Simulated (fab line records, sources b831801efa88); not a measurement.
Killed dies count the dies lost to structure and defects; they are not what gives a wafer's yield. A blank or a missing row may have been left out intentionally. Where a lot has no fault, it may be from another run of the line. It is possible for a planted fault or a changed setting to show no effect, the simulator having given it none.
fab line records	flow sky130
record lots=6	wafers=18	last_day=50
route steps=708 shown POLY_CUT@310 SD_P@320 PAD_OPEN@708
lots untouched by any fault: they come from a run of this same line in which no faults occurred
start_h: the number of hours between the record's first day and the start of the first shown wafer of the lot	wait_h: hours elapsed since this lot's preceding step	" repeats the value in the row above	L1.1+2: a row that stands for several wafers	- value missing, or start not given	* or withheld: withheld	< > ~ a bound
route shown NAME@n: NAME is a module with steps in the file, n the number in the route of the first one	usual: average and standard deviation across the fault-free wafers	same: alike in all rows	chamber/n: place in a boat	sites: readings site by site	_std_site: their standard deviation	_edge_site: inner sites' mean taken away from outer sites' mean	radius_mm: how far each site lies from the wafer's centre	mask NAME#n: copy n	behind: the most recent tool/chamber to have shaped the wafer	hold: why the lot went on hold/how many hours it stayed there/how the hold came to an end	device: whichever transistor did not switch (one of n, p or np)	end of line: the route-end tests of the same wafers	a step without rows: its recipe alone	killed: dies lost to structure and defects at the first sort, not the wafer's yield	map: a wafer's dies, marking killed ones x, the rest . and places with no die _
set.NAME: setting as actually run; set.NAME@STEP: the setting as run at that earlier step	model.NAME: the simulator's own value behind a step, which no gauge read
lots at some steps of the route; a table a step, a row a wafer
services: the hour from which a tool's chamber was out of use, counted from the record's first day as start_h (under 0 if before that day), plus the number of hours and why
## steps
# step SKY_POLY_CUT_COAT_03
# recipe resist=KrF-thick	spin_rpm=3000	resist_thk_nm=450
# step SKY_POLY_CUT_SOFTBAKE_04
# recipe temp_c=100	time_s=90	resist=KrF-thick
# step SKY_POLY_CUT_EXPOSE_05
# recipe mask_id=NPCM	na=0.8	source_shape=annular	sigma_inner=0.55	sigma_outer=0.85	target_cd_nm=270	dose_mj=32
# step SKY_POLY_CUT_PEB_06
# recipe peb_temp_c=withheld	peb_time_s=withheld	resist=KrF-thick
# step SKY_POLY_CUT_DEVELOP_07
# recipe develop_time_s=60	resist=KrF-thick	dev_temp_c=21
# step SKY_POLY_CUT_CD_MEAS_08
# recipe target_cd_nm=270
# usual cd_nm=270.0/1.5
lot.wafer	tool	chamber	start_h	wait_h	cd_nm
L776.3	cd_sem-01	-	593.07	-	268.6
L776.4	"	-	"	"	269.2
L776.5	"	-	"	"	268.7
L785.1	cd_sem-01	-	660.71	-	272.0
L785.3	"	-	"	"	272.1
L785.6	"	-	"	"	271.9
L786.1	cd_sem-02	-	681.49	-	272.7
L786.2	"	-	"	"	273.4
L786.5	"	-	"	"	270.3
L787.1	cd_sem-02	-	683.56	-	269.0
L787.4	"	-	"	"	268.7
L787.5	"	-	"	"	269.8
L794.1	cd_sem-02	-	731.06	-	267.1
L794.3	"	-	"	"	266.3
L794.4	"	-	"	"	267.4
L795.2	cd_sem-01	-	742.51	-	271.2
L795.3	"	-	"	"	270.4
L795.6	"	-	"	"	271.9
# step SKY_POLY_CUT_OVL_MEAS_09
# usual POLY_CUT_OVL=-3/6.8
lot.wafer	tool	chamber	start_h	wait_h	POLY_CUT_OVL[nm]
L776.3	overlay-01	-	593.16	0.1	6
L776.4	"	-	"	"	7
L776.5	"	-	"	"	4
L785.1	overlay-02	-	660.83	0.1	4
L785.3	"	-	"	"	-3
L785.6	"	-	"	"	1
L786.1	overlay-02	-	681.61	0.1	-5
L786.2	"	-	"	"	-3
L786.5	"	-	"	"	-6
L787.1	overlay-01	-	683.68	0.1	2
L787.4	"	-	"	"	-5
L787.5	"	-	"	"	1
L794.1	overlay-02	-	731.18	0.1	5
L794.3	"	-	"	"	4
L794.4	"	-	"	"	2
L795.2	overlay-01	-	742.62	0.1	-15
L795.3	"	-	"	"	-4
L795.6	"	-	"	"	-3
# step SKY_POLY_CUT_ETCH_10
# recipe chemistry=N2/H2	target=BARC	ion_energy_ev=200	source_w=500	bias_w=100	pressure_mtorr=30	n2_flow_sccm=100	h2_flow_sccm=200	stop_on=SiO2	time_s=45.9	target_depth_a=600
# usual drypump_motor_current_A=5.6/0.57	n2_flow_sccm=100.0/0.31	oes_product_au=0.855/0.0046	throttle_valve_pct=13.225/0.0088
lot.wafer	tool	chamber	start_h	wait_h	drypump_motor_current_A	n2_flow_sccm	oes_product_au	rf_hours_counter_h	throttle_valve_pct
L776.3	rie_diel-01	0	593.18	0.0	5.8	99.7	0.854	58	13.232
L776.4	"	0	"	"	5.8	99.7	0.859	-	13.224
L776.5	"	1	"	"	5.2	100.0	0.859	-	13.218
L785.1	rie_diel-03	0	660.87	0.0	5.0	99.8	0.854	5	13.218
L785.3	"	3	"	"	6.1	99.9	0.853	2	13.218
L785.6	"	1	"	"	5.7	99.8	0.857	-	13.214
L786.1	rie_diel-02	2	681.65	0.0	5.4	99.8	0.863	3	13.220
L786.2	"	0	"	"	5.1	100.3	0.857	1	13.230
L786.5	"	1	"	"	6.5	99.5	0.859	-	13.224
L787.1	rie_diel-01	1	683.72	0.0	5.1	99.5	0.852	5	13.225
L787.4	"	3	"	"	6.6	100.0	0.857	-	13.228
L787.5	"	1	"	"	5.2	99.9	0.850	-	13.230
L794.1	rie_diel-01	1	731.22	0.0	5.2	100.2	0.862	6	13.227
L794.3	"	0	"	"	5.8	99.5	0.861	1	13.230
L794.4	"	2	"	"	5.2	100.1	0.851	5	13.212
L795.2	rie_diel-02	3	742.65	0.0	4.8	99.5	0.868	3	13.215
L795.3	"	1	"	"	6.4	100.1	0.859	15	13.222
L795.6	"	2	"	"	5.4	99.9	0.854	-	13.228
# step SKY_POLY_CUT_ETCH_11
# recipe target=Si3N4	chemistry=CF4/CH2F2/Ar	stop_on=poly-Si	source_w=600	bias_w=150	pressure_mtorr=40	cf4_flow_sccm=40	ch2f2_flow_sccm=20	Ar_flow_sccm=150	time_s=42.5	target_depth_a=600
# usual ch2f2_flow_sccm=20.00/0.059	drypump_motor_current_A=5.6/0.57	oes_product_au=0.828/0.0056	throttle_valve_pct=14.994/0.0091
lot.wafer	tool	chamber	start_h	wait_h	ch2f2_flow_sccm	drypump_motor_current_A	oes_product_au	rf_hours_counter_h	throttle_valve_pct
L776.3	rie_diel-01	0	593.22	0.0	19.98	5.8	0.821	58	14.991
L776.4	"	0	"	"	19.89	5.8	0.822	-	14.994
L776.5	"	1	"	"	20.01	5.1	0.831	-	15.000
L785.1	rie_diel-03	0	660.91	0.0	19.98	5.0	0.835	5	14.981
L785.3	"	3	"	"	20.05	6.0	0.833	2	14.975
L785.6	"	1	"	"	20.00	5.6	0.836	-	14.978
L786.1	rie_diel-02	2	681.69	0.0	20.02	5.4	0.824	3	15.002
L786.2	"	0	"	"	20.06	5.1	0.822	2	15.004
L786.5	"	1	"	"	19.98	6.4	0.826	-	15.002
L787.1	rie_diel-01	1	683.76	0.0	20.02	5.1	0.820	5	15.007
L787.4	"	3	"	"	20.03	6.6	0.835	-	15.002
L787.5	"	1	"	"	20.11	5.1	0.831	-	15.008
L794.1	rie_diel-01	1	731.26	0.0	20.09	5.2	0.824	6	15.002
L794.3	"	0	"	"	19.98	5.8	0.824	1	14.998
L794.4	"	2	"	"	20.08	5.2	0.822	5	15.001
L795.2	rie_diel-02	3	742.69	0.0	19.98	4.8	0.827	3	14.999
L795.3	"	1	"	"	20.02	6.5	0.829	15	14.990
L795.6	"	2	"	"	19.88	5.4	0.832	-	15.006
# step SKY_POLY_CUT_STRIP_12
# recipe chemistry=O2/N2	power_w=1400	pressure_mtorr=1500	platen_temp_c=withheld	o2_flow_sccm=3000	n2_flow_sccm=300	overash_fraction=0.5
# usual drypump_motor_current_A=5.7/0.45	n2_flow_sccm=300.0/0.84	oes_product_au=0.453/0.0049	strip_time_to_endpoint_s=5.363/0.017
lot.wafer	tool	chamber	start_h	wait_h	drypump_motor_current_A	n2_flow_sccm	oes_product_au	rf_hours_counter_h	strip_time_to_endpoint_s
L776.3	plasma_asher-04	0	593.30	0.1	5.3	299.6	0.451	-	5.373
L776.4	"	1	"	"	5.9	301.0	0.455	-	5.367
L776.5	"	1	"	"	5.9	299.9	0.464	-	5.399
L785.1	plasma_asher-03	1	660.95	0.0	5.8	299.6	0.447	23	5.364
L785.3	"	1	"	"	5.8	299.1	0.455	-	5.347
L785.6	"	0	"	"	6.7	298.7	0.455	-	5.363
L786.1	plasma_asher-03	1	681.73	0.0	5.8	301.0	0.458	25	5.343
L786.2	"	0	"	"	6.8	300.4	0.447	25	5.347
L786.5	"	0	"	"	6.7	299.4	0.444	-	5.339
L787.1	plasma_asher-02	0	683.80	0.0	5.2	300.7	0.448	99	5.351
L787.4	"	1	"	"	5.9	300.6	0.451	-	5.323
L787.5	"	0	"	"	5.2	300.2	0.449	-	5.363
L794.1	plasma_asher-02	1	731.30	0.0	5.9	299.3	0.453	104	5.390
L794.3	"	0	"	"	5.2	300.1	0.454	-	5.372
L794.4	"	1	"	"	6.0	301.1	0.458	-	5.371
L795.2	plasma_asher-04	0	742.73	0.0	5.4	300.2	0.453	91	5.355
L795.3	"	1	"	"	5.9	299.3	0.449	-	5.338
L795.6	"	1	"	"	5.9	298.7	0.449	-	5.347
# step SKY_SD_P_DEHYDRATE_00
# recipe temp_c=200	time_s=60
# step SKY_SD_P_HMDS_01
# recipe prime_time_s=60	prime_temp_c=120
# step SKY_SD_P_COAT_02
# recipe resist=NOVOLAK	spin_rpm=3000	resist_thk_nm=1140
# usual exhaust_pa=45.1/0.94	spin_speed_rpm=2999.9/1.6
lot.wafer	tool	chamber	start_h	wait_h	exhaust_pa	spin_speed_rpm	model.NOVOLAK_of_SD_P_COAT_02.thk_nm
L776.3	litho_track-03	0	607.41	0.1	44.7	3002.7	1138
L776.4	"	0	"	"	45.4	2999.0	1142
L776.5	"	0	"	"	43.7	2999.4	1145
L785.1	litho_track-04	0	674.92	0.1	44.0	2999.4	1146
L785.3	"	0	"	"	45.3	2996.8	1143
L785.6	"	0	"	"	44.3	2999.0	1148
L786.1	litho_track-04	0	696.17	0.1	45.0	2797.5	1189
L786.2	"	0	"	"	45.4	2797.8	1188
L786.5	"	0	"	"	45.5	2794.5	1188
L787.1	litho_track-04	0	698.07	0.1	44.6	2793.1	1180
L787.4	"	0	"	"	45.2	2794.2	1186
L787.5	"	0	"	"	43.3	2792.6	1182
L794.1	litho_track-03	0	744.56	0.1	45.3	3001.6	1146
L794.3	"	0	"	"	44.1	3001.0	1141
L794.4	"	0	"	"	44.6	3000.0	1144
L795.2	litho_track-01	0	757.07	0.1	44.5	3000.5	1133
L795.3	"	0	"	"	44.2	2996.9	1135
L795.6	"	0	"	"	44.2	3000.7	1135
# step SKY_SD_P_SOFTBAKE_03
# recipe temp_c=90	time_s=60	resist=NOVOLAK
# step SKY_SD_P_EXPOSE_04
# recipe mask_id=PSDM	na=0.6	source_shape=conventional	sigma_outer=0.6	polarization=unpolarized	target_cd_nm=380	dose_mj=138
# step SKY_SD_P_PEB_05
# recipe temp_c=withheld	time_s=*	resist=NOVOLAK
# step SKY_SD_P_DEVELOP_06
# recipe resist=NOVOLAK	developer=TMAH	develop_time_s=60	dev_temp_c=23
# usual developer_temp_C=22.99/0.12	exhaust_pa=45.0/0.96
lot.wafer	tool	chamber	start_h	wait_h	developer_temp_C	exhaust_pa	model.NOVOLAK_of_SD_P_COAT_02.thk_nm
L776.3	litho_track-03	0	621.41	0.1	22.92	46.0	1138
L776.4	"	0	"	"	23.08	45.8	1142
L776.5	"	0	"	"	23.00	45.4	1145
L785.1	litho_track-01	0	689.69	0.1	23.20	45.0	1146
L785.3	"	0	"	"	23.03	44.5	1143
L785.6	"	0	"	"	22.87	43.4	1147
L786.1	litho_track-03	0	709.91	0.1	23.16	45.1	1188
L786.2	"	0	"	"	23.00	44.5	1187
L786.5	"	0	"	"	23.22	44.0	1187
L787.1	litho_track-04	0	712.07	0.1	22.84	44.0	1180
L787.4	"	0	"	"	22.98	45.0	1185
L787.5	"	0	"	"	23.07	44.5	1182
L794.1	litho_track-04	0	758.52	0.1	22.96	44.3	1145
L794.3	"	0	"	"	22.93	46.5	1141
L794.4	"	0	"	"	22.93	45.9	1143
L795.2	litho_track-04	0	769.89	0.1	23.09	44.9	1133
L795.3	"	0	"	"	23.08	43.0	1134
L795.6	"	0	"	"	23.02	43.9	1134
# step SKY_SD_P_CD_MEAS_07
# recipe target_cd_nm=380
# usual cd_nm=380.0/2.6
lot.wafer	tool	chamber	start_h	wait_h	cd_nm
L776.3	cd_sem-01	-	621.55	0.1	373.0
L776.4	"	-	"	"	375.7
L776.5	"	-	"	"	373.3
L785.1	cd_sem-02	-	689.84	0.1	382.8
L785.3	"	-	"	"	383.0
L785.6	"	-	"	"	380.7
L786.1	cd_sem-01	-	710.06	0.1	377.9
L786.2	"	-	"	"	378.1
L786.5	"	-	"	"	379.1
L787.1	cd_sem-02	-	712.22	0.1	375.7
L787.4	"	-	"	"	375.0
L787.5	"	-	"	"	375.5
L794.1	cd_sem-02	-	758.67	0.1	380.2
L794.3	"	-	"	"	380.2
L794.4	"	-	"	"	379.6
L795.2	cd_sem-01	-	770.04	0.1	383.3
L795.3	"	-	"	"	382.7
L795.6	"	-	"	"	380.9
# step SKY_SD_P_OVL_MEAS_08
# usual SD_P_OVL=-0.7/1.2
lot.wafer	tool	chamber	start_h	wait_h	SD_P_OVL[nm]
L776.3	overlay-01	-	621.65	0.1	-1.6
L776.4	"	-	"	"	-0.3
L776.5	"	-	"	"	-0.4
L785.1	overlay-01	-	689.96	0.1	-1.2
L785.3	"	-	"	"	-0.9
L785.6	"	-	"	"	0.0
L786.1	overlay-01	-	710.18	0.1	0.4
L786.2	"	-	"	"	-1.1
L786.5	"	-	"	"	-0.4
L787.1	overlay-01	-	712.34	0.1	-0.5
L787.4	"	-	"	"	-1.4
L787.5	"	-	"	"	-0.2
L794.1	overlay-01	-	758.79	0.1	-3.0
L794.3	"	-	"	"	-2.5
L794.4	"	-	"	"	-0.4
L795.2	overlay-01	-	770.15	0.1	-0.9
L795.3	"	-	"	"	-1.8
L795.6	"	-	"	"	-1.0
# step SKY_SD_P_IMPLANT_09
# recipe species=BF2	energy_kev=20	dose_cm2=2.98e+15	tilt_deg=0
# step SKY_SD_P_STRIP_10
# recipe chemistry=O2/N2	power_w=1400	pressure_mtorr=1500	platen_temp_c=withheld	o2_flow_sccm=3000	n2_flow_sccm=300	overash_fraction=0.5
# usual drypump_motor_current_A=5.8/0.5	n2_flow_sccm=300.1/0.97	oes_product_au=0.618/0.0048	strip_time_to_endpoint_s=17.49/0.044
lot.wafer	tool	chamber	start_h	wait_h	drypump_motor_current_A	n2_flow_sccm	oes_product_au	rf_hours_counter_h	strip_time_to_endpoint_s
L776.3	plasma_asher-02	1	621.85	0.1	5.9	299.5	0.623	-	17.44
L776.4	"	0	"	"	5.2	298.6	0.623	-	17.49
L776.5	"	1	"	"	5.9	300.0	0.623	-	17.52
L785.1	plasma_asher-01	1	690.15	0.1	5.7	300.6	0.611	56	17.55
L785.3	"	0	"	"	5.5	300.0	0.617	-	17.53
L785.6	"	1	"	"	5.8	299.1	0.616	-	17.59
L786.1	plasma_asher-01	1	710.37	0.1	5.7	300.0	0.626	58	18.00
L786.2	"	0	"	"	5.5	300.0	0.621	58	18.01
L786.5	"	1	"	"	5.7	302.0	0.609	-	17.98
L787.1	plasma_asher-01	1	712.53	0.1	5.7	299.8	0.626	58	17.90
L787.4	"	0	"	"	5.5	302.6	0.628	-	17.98
L787.5	"	1	"	"	5.7	300.4	0.623	-	17.93
L794.1	plasma_asher-03	1	758.98	0.1	5.9	301.9	0.620	32	17.53
L794.3	"	0	"	"	6.8	299.3	0.620	-	17.48
L794.4	"	1	"	"	5.8	301.3	0.618	-	17.51
L795.2	plasma_asher-02	1	770.33	0.1	6.0	300.2	0.623	3	17.38
L795.3	"	1	"	"	5.9	299.7	0.622	-	17.40
L795.6	"	1	"	"	5.9	299.9	0.620	-	17.39
# step SKY_SD_P_TW_MEAS_11
# usual SD_P_TW=2831/13
lot.wafer	tool	chamber	start_h	wait_h	SD_P_TW
L776.3	film_metro-03	-	621.94	0.1	2833
L776.4	"	-	"	"	2822
L776.5	"	-	"	"	2823
L785.1	film_metro-03	-	690.25	0.1	2833
L785.3	"	-	"	"	2826
L785.6	"	-	"	"	2840
L786.1	film_metro-03	-	710.47	0.1	2830
L786.2	"	-	"	"	2831
L786.5	"	-	"	"	2828
L787.1	film_metro-04	-	712.63	0.1	2840
L787.4	"	-	"	"	2853
L787.5	"	-	"	"	2853
L794.1	film_metro-04	-	759.08	0.1	2817
L794.3	"	-	"	"	2826
L794.4	"	-	"	"	2827
L795.2	film_metro-03	-	770.44	0.1	2812
L795.3	"	-	"	"	2829
L795.6	"	-	"	"	2814
# step SKY_PAD_OPEN_PROBE_99
# usual killed_at_M0_to_M3=43/6.5	killed_at_M4_up=3.2/1.9	killed_at_contacts=25/5.5	killed_at_front_end=14/4.2	killed_at_other=0.2/0.44	killed_dies=85/8.5	killed_open=47/7	killed_short=39/6.3
# same gross_dies=492	killed_at_back_side=0
lot.wafer	tool	chamber	start_h	wait_h	killed_at_M0_to_M3	killed_at_M4_up	killed_at_contacts	killed_at_front_end	killed_at_other	killed_dies	killed_open	killed_short
L787.1	prober-01	-	1165.48	0.1	51	5	19	10	0	85	47	38
L787.4	prober-01	-	1165.63	0.2	55	2	21	11	0	89	42	47
L794.1	prober-02	-	1193.10	0.1	44	5	30	18	0	97	50	47
L794.3	prober-02	-	1193.20	0.2	37	1	33	22	1	94	45	49
L794.4	prober-02	-	1193.25	0.2	42	5	30	14	0	91	50	41
# killed by level:class
L787.1 VIA1:geometric_particle:open=20 VIA2:geometric_particle:open=9 CONTACT:geometric_particle:open=7 METAL1:geometric_particle:short=6 VIA2:geometric_particle:short=5 CONTACT:geometric_particle:short=4 VIA1:geometric_particle:short=4 METAL4:geometric_particle:short=4
L787.4 VIA1:geometric_particle:open=13 VIA1:geometric_particle:short=10 CONTACT:geometric_particle:open=9 METAL1:geometric_particle:short=9 VIA2:geometric_particle:open=6 CONTACT:geometric_particle:short=5 FIELD_ISO:geometric_particle:short=4 LI_CONTACT:geometric_particle:open=4
L794.1 LI_CONTACT:geometric_particle:open=14 METAL2:geometric_particle:short=8 VIA3:geometric_particle:open=8 POLY_GATE:geometric_particle:short=7 VIA1:geometric_particle:open=7 LOCAL_INTERCONNECT:geometric_particle:short=5 VIA2:geometric_particle:open=5 LI_CONTACT:geometric_particle:short=4
L794.3 LI_CONTACT:geometric_particle:open=11 CONTACT:geometric_particle:open=8 METAL2:geometric_particle:short=7 VIA1:geometric_particle:open=7 POLY_GATE:geometric_particle:short=6 VIA2:geometric_particle:short=6 FIELD_ISO:geometric_particle:open=5 POLY_GATE:geometric_particle:open=5
L794.4 CONTACT:geometric_particle:open=11 LI_CONTACT:geometric_particle:open=9 VIA1:geometric_particle:open=9 METAL1:geometric_particle:short=7 VIA2:geometric_particle:open=6 FIELD_ISO:geometric_particle:open=5 METAL2:geometric_particle:short=5 CONTACT:geometric_particle:short=5
## services
tool	chamber	start_h	hours	kind
rie_diel-02	3	582.85	5.9	repair
rie_diel-01	3	583.31	13.7	repair
plasma_asher-02	-	606.63	0.4	repair
rie_diel-02	0	613.23	-	clean
rie_diel-02	0	613.23	16.5	scheduled_down
rie_diel-02	0	613.23	16.5	vent_cycle
rie_diel-01	1	621.19	5.8	repair
rie_diel-02	3	629.71	-	clean
rie_diel-02	3	629.71	19.2	scheduled_down
plasma_asher-01	-	631.41	4.5	repair
rie_diel-01	2	647.14	3.7	repair
rie_diel-03	2	654.24	5.6	repair
rie_diel-03	0	654.37	2.8	repair
rie_diel-01	0	675.09	-	clean
rie_diel-01	0	675.09	19.3	scheduled_down
rie_diel-01	0	675.09	19.3	vent_cycle
plasma_asher-02	-	678.21	2.9	repair
rie_diel-02	2	687.55	23.4	repair
rie_diel-02	0	711.32	6.5	repair
plasma_asher-02	-	733.75	9.0	pm
plasma_asher-03	-	741.45	3.0	repair
rie_diel-03	-	756.51	0.4	repair
rie_diel-02	-	762.29	1.6	repair
rie_diel-03	-	769.83	2.8	pm
## key
first_sign step=SKY_SD_P_COAT_02	reading=spin_speed_rpm	direction=down	sigmas=99+	usual=2999.9	struck=2795.0
effect step=SKY_SD_P_STRIP_10	reading=strip_time_to_endpoint_s	direction=up	sigmas=11	usual=*	struck=*
model_effect step=SKY_SD_P_COAT_02	value=NOVOLAK_of_SD_P_COAT_02.thk_nm	without=1144	struck=1185
model_effect step=SKY_SD_P_DEVELOP_06	value=NOVOLAK_of_SD_P_COAT_02.thk_nm	without=1144	struck=1185
met_at SKY_SD_P_COAT_02
struck_wafers L786.1,L786.2,L786.5,L787.1,L787.4,L787.5
tester_left_out L786,L787
onset_between 674.92 696.17
fault kind=process_parameter_drift	tool=litho_track-04	chamber=-	onset_h=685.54	steps=SKY_SD_P_COAT_02	channel=spin_rpm	offset=-205.91	shape=step	end_h=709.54	acts_in=these_recipes_only	stated=3000
# tester_left_out: of these lots the tester's yield and bins aren't shown, on N5 and GAA mostly nor the transistor test; their killed dies are dies lost to structure and defects alone, not to doping, threshold or leakage, so they don't give the yield
